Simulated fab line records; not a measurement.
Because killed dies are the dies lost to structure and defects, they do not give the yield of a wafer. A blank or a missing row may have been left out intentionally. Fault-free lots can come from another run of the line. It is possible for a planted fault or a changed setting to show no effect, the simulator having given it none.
Which tool was responsible? | flow gf180mcu | 12 lots (36 wafers sampled), 1 step of a 602-step route

== WHAT THE GAUGES READ, wafer by wafer ==
GF_MVSD_OVL_MEAS_07.
lot  | measured     | on         | MVSD_OVL (nm)
L075 | day 4 15:52  | overlay-02 | -0.6 -0.4 0.3
L077 | day 5 04:23  | overlay-02 | 0.3 1.8 1.5
L079 | day 5 19:04  | overlay-02 | 1.2 -0.6 0.5
L081 | day 6 03:55  | overlay-01 | -0.2 -1.8 0.4
L083 | day 6 16:01  | overlay-01 | 0.2 2.1 1.9
L085 | day 7 01:28  | overlay-02 | -0.3 -1.1 0.9
L087 | day 7 13:07  | overlay-01 | 1.5 0.5 1.4
L089 | day 8 04:13  | overlay-01 | -2.0 -1.4 -1.7
L091 | day 8 13:19  | overlay-01 | 0.7 1.2 0.3
L093 | day 9 04:40  | overlay-02 | 1.3 1.7 1.5
L095 | day 9 12:43  | overlay-01 | -0.4 0.6 -0.4
L097 | day 10 06:25 | overlay-02 | -0.6 -0.2 -0.6

== TOOL THAT RAN EACH LOT (tool first, then ch and the chambers of the sampled wafers, then the start) ==
No process step before these readings appears in the record.

== THE ANSWER, worked out from the rows above alone ==
Rule: usual is defined by the lots themselves. Put in order of their means at a reading, lots are off if they are a third of the lots or fewer, leave a main group of 4 or more, and stand apart from it by a gap of 3 or more times the standard deviation of the main group's means; of several such gaps the widest counts. A main group is skipped when, at the precision printed for the reading in the tables above, its means are all equal. Also off: a lot with no number at a reading for which 4 or more lots have one. Any other lot the step has rows for is counted as sound.
Nothing can be told from this: no lot is off at any reading shown.

== WHAT THE SIMULATOR PUT IN ==
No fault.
